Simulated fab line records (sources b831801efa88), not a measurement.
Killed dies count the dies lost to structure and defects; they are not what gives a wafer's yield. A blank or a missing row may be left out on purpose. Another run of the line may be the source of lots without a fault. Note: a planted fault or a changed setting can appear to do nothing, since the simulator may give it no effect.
A struck lot beside a sound one -- flow sky130 -- 33 out of 708 route steps
Sound: wafers L851.1, L851.2, L851.4. Struck: wafers L841.3, L841.4, L841.5. Last of all comes the cause.
Order at every step that has rows: each side's tool, ch and its chambers, its first start. Under that, the readings that differ: sound wafers -- struck wafers -- difference of the means -- sigmas: that difference in standard deviations of wafers without a fault.
alike: same words and numbers on both sides, and readings whose means sit less than 2 such deviations apart. not compared: any withheld reading, any reading some wafer has no value for, any bound like >300 that may hide the same value, and any number with overlapping values for which the record gives no deviation.
The two part at a step that has a row with sigmas, a row that says differs or no value, or rows on one side only. Numbers that don't overlap but have no deviation are shown without sigmas and don't part them. A reading missing from all wafers of one side parts the sides only when that side holds two or more wafers.

SKY_METAL3_CD_MEAS_13 targets a cd of 300 nm.
  sound on cd_sem-02 at day 42 15:23; struck on cd_sem-01 at day 39 22:41
  alike: cd_nm
SKY_METAL3_OVL_MEAS_14:
  sound on overlay-02 at day 42 15:31; struck on overlay-02 at day 39 22:47
  alike: METAL3_OVL
SKY_METAL3_DESCUM_15: chemistry O2, time 8 s.
  sound on rie_metal-01 ch 0,1, day 42 15:33; struck on rie_metal-04 ch 0,1, day 39 22:49
  alike: chamber_pressure_mTorr, drypump_motor_current_A, he_backside_leak_sccm, oes_product_au
  not compared: rf_hours_counter_h
then, 1 step without rows for these wafers: SKY_METAL3_ETCH_16 (etches BARC in N2/H2, stops on SiO2, time 88.2 s, target depth 60 nm).
SKY_METAL3_ETCH_17: etches SiO2 in C4F8/O2/Ar, stops on TiN, time 3.9 s, target depth 15 nm.
  sound on rie_diel-03 ch 0,1,2, day 42 15:41; struck on rie_diel-02 ch 0,1,3, day 39 22:56
reading,sound,struck,difference,sigmas
chamber_pressure_mTorr (mTorr),40.01 40.01 40.00,39.13 40.03 40.03,-0.28,-3
  alike: oes_product_au
  not compared: rf_hours_counter_h
SKY_METAL3_METAL_ETCH_18: etches the open film in Cl2/BCl3, stops on SiO2, target depth 845 nm, time 183.1 s.
  sound on rie_metal-04 ch 0,1, day 42 15:42; struck on rie_metal-03 ch 0,1, day 39 23:01
reading,sound,struck,difference,sigmas
drypump_motor_current_A (A),6.5 6.2 6.5,5.5 5.9 5.5,-0.8,-2
  alike: chamber_pressure_mTorr, he_backside_leak_sccm, oes_product_au, throttle_valve_pct
  not compared: rf_hours_counter_h
then, 5 steps without rows for these wafers: SKY_METAL3_STRIP_19 (strips in O2/N2); SKY_METAL3_STRIP_20 (strips in post etch residue remover, time 1200 s); SKY_METAL3_CLEAN_21 (cleans in IPA, time 180 s); SKY_METAL3_CLEAN_22 (cleans in O3/DIW); SKY_VIA3_HDPCVD_00 (deposits SiO2, target thk 1635 nm, time 272.5 s).
SKY_VIA3_THK_MEAS_01:
  sound on film_metro-01 at day 42 16:38; struck on film_metro-01 at day 39 23:55
reading,sound,struck,difference,sigmas
VIA3_HDPCVD_THK (nm),1646 1659 1638,1608 1614 1608,-38,-3
SKY_VIA3_CMP_02: polishes SiO2.
  sound on cmp-02 ch 0,2,3, day 42 16:42; struck on cmp-02 ch 2,3, day 40 00:00
  no value came back on the struck wafers for any of 5 readings (edge_zone_pressure_frac, head_pressure_psi (psi) and others); on the sound wafers edge_zone_pressure_frac reads 0.998 1.009 1.000
reading,sound,struck,difference,sigmas
model.SiO2_of_VIA3_HDPCVD_00.thk_nm (nm),465.9 464.6 466,1608 1615 1609,+1145,
SKY_VIA3_BOW_MEAS_03:
  sound on film_metro-03 at day 42 17:00; struck on film_metro-04 at day 40 00:17
reading,sound,struck,difference,sigmas
VIA3_BOW (um),60 73 66,136 122 124,+61,+8
then, 8 steps without rows for these wafers: SKY_VIA3_DEHYDRATE_04 (time 60 s); SKY_VIA3_HMDS_05 (prime time 60 s); SKY_VIA3_COAT_06 (resist thk 60 nm); SKY_VIA3_COAT_07 (resist thk 450 nm); SKY_VIA3_SOFTBAKE_08 (time 90 s); SKY_VIA3_EXPOSE_09 (exposes mask VIM3, target cd 200 nm); SKY_VIA3_PEB_10; SKY_VIA3_DEVELOP_11 (develop time 60 s).
SKY_VIA3_CD_MEAS_12 targets a cd of 200 nm.
  sound on cd_sem-02 at day 43 16:24; struck on cd_sem-02 at day 41 01:08
  alike: cd_nm
SKY_VIA3_OVL_MEAS_13:
  sound on overlay-01 at day 43 16:31; struck on overlay-01 at day 41 01:14
  alike: VIA3_OVL
then, 1 step without rows for these wafers: SKY_VIA3_ETCH_14 (etches BARC in N2/H2, stops on SiO2, time 45.9 s, target depth 60 nm).
SKY_VIA3_ETCH_15: etches SiO2 in C4F8/O2/Ar, stops on TiN, target depth 507 nm, time 78 s.
  sound on rie_diel-03 ch 0,1,2, day 43 16:35; struck on rie_diel-03 ch 1,2, day 41 01:17
reading,sound,struck,difference,sigmas
oes_product_au (a.u.),0.948 0.951 0.951,1.645 1.641 1.638,+0.691,+99 or more
model.etch.depth_nm (nm),465.9 464.6 466,516.1 514.7 513.1,+49.1,
model.VIA3.feature_depth_nm (nm),465.9 464.6 466,516.1 514.7 513.1,+49.1,
  alike: chamber_pressure_mTorr
  not compared: rf_hours_counter_h
then, 4 steps without rows for these wafers: SKY_VIA3_STRIP_16 (strips in O2/N2); SKY_VIA3_STRIP_17 (strips in post etch residue remover, time 1200 s); SKY_VIA3_CLEAN_18 (cleans in IPA, time 180 s); SKY_VIA3_CLEAN_19 (cleans in O3/DIW).
SKY_VIA3_SPUTTER_20: material TiN, target thk 20 nm, time 80 s.
  sound on pvd_sputter-03 at day 43 17:14; struck on pvd_sputter-03 at day 41 01:56
reading,sound,struck,difference,sigmas
throttle_valve_pct (%),29.3 31.6 30.6,28.5 28.8 29.2,-1.7,-2
  alike: chamber_pressure_pa
SKY_VIA3_CVD_21: deposits W, target thk 390 nm, time 117.31 s.
  sound on cvd_w-02 ch 0,1, day 43 17:19; struck on cvd_w-01 ch 0,1, day 41 02:03
  alike: heater_power_w
  not compared: since_wet_clean_h
SKY_VIA3_CMP_24: polishes, stops on SiO2, t overpolish 20 s, target thk 0 nm.
  sound on cmp-02 ch 0,1,2, day 43 17:37; struck on cmp-02 ch 0,2, day 41 02:22
reading,sound,struck,difference,sigmas
model.SiO2_of_VIA3_HDPCVD_00.thk_nm (nm),461.5 460.2 461.6,1604 1610 1604,+1145,
  alike: edge_zone_pressure_frac, head_pressure_psi, motor_current_A, platen_rpm, slurry_filter_dp_kPa

WHERE THEY PART
Earliest at SKY_METAL3_ETCH_17; latest, in this record, at SKY_VIA3_SPUTTER_20. Later steps at which nothing parts them and some readings are alike: SKY_VIA3_CVD_21, SKY_VIA3_CMP_24.

WHY: what had been put in by the simulator
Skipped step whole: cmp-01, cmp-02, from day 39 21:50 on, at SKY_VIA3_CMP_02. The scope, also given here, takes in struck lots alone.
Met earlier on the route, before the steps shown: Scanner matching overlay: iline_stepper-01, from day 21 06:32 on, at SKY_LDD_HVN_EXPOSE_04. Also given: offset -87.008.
